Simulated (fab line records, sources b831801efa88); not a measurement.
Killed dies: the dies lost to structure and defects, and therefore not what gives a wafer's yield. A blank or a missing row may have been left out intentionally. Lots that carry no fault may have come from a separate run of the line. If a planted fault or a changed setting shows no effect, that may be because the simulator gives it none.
Which tool was responsible? | flow gf180mcu | 15 lots with 45 wafers sampled at 4 steps, on a route of 602 steps

## WHAT THE GAUGES READ, wafer by wafer
GF_PSD_TW_MEAS_11.
lot  | measured     | on            | PSD_TW
L122 | day 14 08:35 | film_metro-02 | 3182 3197 3201
L124 | day 15 03:05 | film_metro-04 | 3160 3154 3160
L125 | day 15 12:08 | film_metro-02 | 3197 3193 3201
L126 | day 16 02:44 | film_metro-01 | 3146 3123 3144
L127 | day 16 12:26 | film_metro-04 | 3145 3141 3162
L128 | day 16 20:40 | film_metro-04 | 3153 3172 3147
L129 | day 17 02:37 | film_metro-01 | 3117 3118 3133
L131 | day 17 14:23 | film_metro-02 | 3216 3233 3225
L133 | day 18 10:11 | film_metro-02 | 3234 3241 3222
L134 | day 18 20:31 | film_metro-02 | 3223 3228 3224
L135 | day 19 03:55 | film_metro-02 | 3206 3228 3192
L140 | day 21 01:25 | film_metro-02 | 3234 3250 3214
L141 | day 21 02:37 | film_metro-02 | 3216 3208 3223
L143 | day 21 23:11 | film_metro-01 | 3133 3142 3133
L144 | day 22 09:16 | film_metro-04 | 3179 3167 3152

GF_CONTACT_CD_MEAS_14 targets a cd of 220 nm.
lot  | measured     | on        | cd_nm (nm)
L122 | day 16 05:41 | cd_sem-01 | 217.7 217.9 216.6
L124 | day 17 00:50 | cd_sem-01 | 219.8 220.6 219.4
L125 | day 17 10:34 | cd_sem-01 | 220.9 219.5 219.8
L126 | day 18 01:49 | cd_sem-01 | 219.9 219.4 218.4
L127 | day 18 12:32 | cd_sem-01 | 223.5 220.4 221.4
L128 | day 18 19:46 | cd_sem-02 | 217.5 218.3 217.5
L129 | day 19 02:08 | cd_sem-01 | 223.4 223.6 222.7
L131 | day 19 14:47 | cd_sem-01 | 217.4 217.9 218.4
L133 | day 20 11:20 | cd_sem-02 | 218.1 217.6 217.1
L134 | day 20 22:13 | cd_sem-01 | 218.5 218.2 218.3
L135 | day 21 05:31 | cd_sem-01 | 220.9 221.9 220.3
L140 | day 23 03:29 | cd_sem-02 | 218.6 218.5 218.5
L141 | day 23 03:47 | cd_sem-02 | 221.4 220.4 221.3
L143 | day 24 00:47 | cd_sem-01 | 218.4 216.9 216.0
L144 | day 24 09:55 | cd_sem-01 | 222.8 220.2 221.1

## EACH LOT AND THE TOOL THAT RAN IT (in order: tool; ch and the chambers of the sampled wafers; start)
lot  | GF_DUAL_GATE_CLEAN_14           | GF_SALICIDE_SPUTTER_03
L122 | wet_bench-04 ch 0, day 8 10:48  | pvd_sputter-01, day 15 07:12
L124 | wet_bench-02 ch 3, day 9 00:11  | pvd_sputter-03, day 16 00:56
L125 | wet_bench-03 ch 1, day 9 09:29  | pvd_sputter-03, day 16 10:53
L126 | wet_bench-03 ch 3, day 9 19:05  | pvd_sputter-04, day 17 01:58
L127 | wet_bench-02 ch 3, day 10 05:29 | pvd_sputter-03, day 17 12:25
L128 | wet_bench-02 ch 3, day 10 11:11 | pvd_sputter-04, day 17 19:41
L129 | wet_bench-04 ch 1, day 10 15:20 | pvd_sputter-03, day 18 01:48
L131 | wet_bench-02 ch 2, day 11 02:08 | pvd_sputter-01, day 18 14:04
L133 | wet_bench-03 ch 3, day 11 18:53 | pvd_sputter-03, day 19 10:20
L134 | wet_bench-04 ch 3, day 12 03:32 | pvd_sputter-03, day 19 21:12
L135 | wet_bench-03 ch 3, day 12 07:56 | pvd_sputter-01, day 20 04:29
L140 | wet_bench-02 ch 1, day 13 23:20 | pvd_sputter-01, day 22 02:11
L141 | wet_bench-02 ch 0, day 14 01:29 | pvd_sputter-03, day 22 03:17
L143 | wet_bench-03 ch 2, day 14 19:47 | pvd_sputter-04, day 23 00:23
L144 | wet_bench-04 ch 2, day 15 04:08 | pvd_sputter-03, day 23 09:38
- GF_DUAL_GATE_CLEAN_14: cleans in SC1/SC2, time 150 s.
- GF_SALICIDE_SPUTTER_03: material TiN, target thk 20 nm, time 16.7 s.

## AS READ BY THE TOOLS THEMSELVES (means over the sampled wafers that have a number; for cases with no such wafer, the mark the record gives instead)
GF_DUAL_GATE_CLEAN_14.
lot  | tool         | bath_guard_temp_C (C) | bath_heat_duty_pct (%)
L122 | wet_bench-04 | 69.9                  | 14.3
L124 | wet_bench-02 | 70.3                  | 14.6
L125 | wet_bench-03 | 69.3                  | 11.5
L126 | wet_bench-03 | 69.7                  | 13.5
L127 | wet_bench-02 | 70.2                  | 14.4
L128 | wet_bench-02 | 70.1                  | 15.4
L129 | wet_bench-04 | 70.3                  | 10.9
L131 | wet_bench-02 | 68.8                  | 13.5
L133 | wet_bench-03 | -                     | -
L134 | wet_bench-04 | -                     | -
L135 | wet_bench-03 | -                     | -
L140 | wet_bench-02 | 69.4                  | 11.8
L141 | wet_bench-02 | 69.6                  | 15.8
L143 | wet_bench-03 | 69.9                  | 14.0
L144 | wet_bench-04 | 69.8                  | 13.2

GF_SALICIDE_SPUTTER_03.
lot  | tool           | throttle_valve_pct (%)
L122 | pvd_sputter-01 | 30.2
L124 | pvd_sputter-03 | 29.0
L125 | pvd_sputter-03 | 28.8
L126 | pvd_sputter-04 | 30.5
L127 | pvd_sputter-03 | 28.4
L128 | pvd_sputter-04 | 31.0
L129 | pvd_sputter-03 | 29.8
L131 | pvd_sputter-01 | 29.7
L133 | pvd_sputter-03 | 28.5
L134 | pvd_sputter-03 | 29.8
L135 | pvd_sputter-01 | 29.8
L140 | pvd_sputter-01 | 30.3
L141 | pvd_sputter-03 | 29.5
L143 | pvd_sputter-04 | 30.8
L144 | pvd_sputter-03 | 29.5

## THE ANSWER, worked out from the rows above alone
Rule: the usual values come from the lots themselves. The widest of any qualifying gaps counts: lots, ordered by their means at a reading, are off when they make up no more than a third of the lots, leave a main group of 4 or more, and stand apart from it by 3 or more times the standard deviation of that group's means. A main group whose means are all the same, to the digits that the tables above print for the reading, isn't used. Also off: a lot with no number at a reading for which 4 or more lots have one. All remaining lots with rows at the step are treated as sound. First the gauges in route order, then the tools' own readings, where a lot's mean is used as printed above. At the first step where some lot is off, the reading lying furthest off is the one used; lots without a number count as furthest.
Off: L133, L134, L135, at GF_DUAL_GATE_CLEAN_14 (bath_guard_temp_C). Without a number there: L133, L134, L135. For the main group the mean is 69.8 C and the standard deviation 0.43.
A tool fits if, at that step or a process step before it, it ran every lot that is off, and no sound lot after the first of them. No candidate that was tried fits.

## WHAT THE SIMULATOR HAD INSERTED
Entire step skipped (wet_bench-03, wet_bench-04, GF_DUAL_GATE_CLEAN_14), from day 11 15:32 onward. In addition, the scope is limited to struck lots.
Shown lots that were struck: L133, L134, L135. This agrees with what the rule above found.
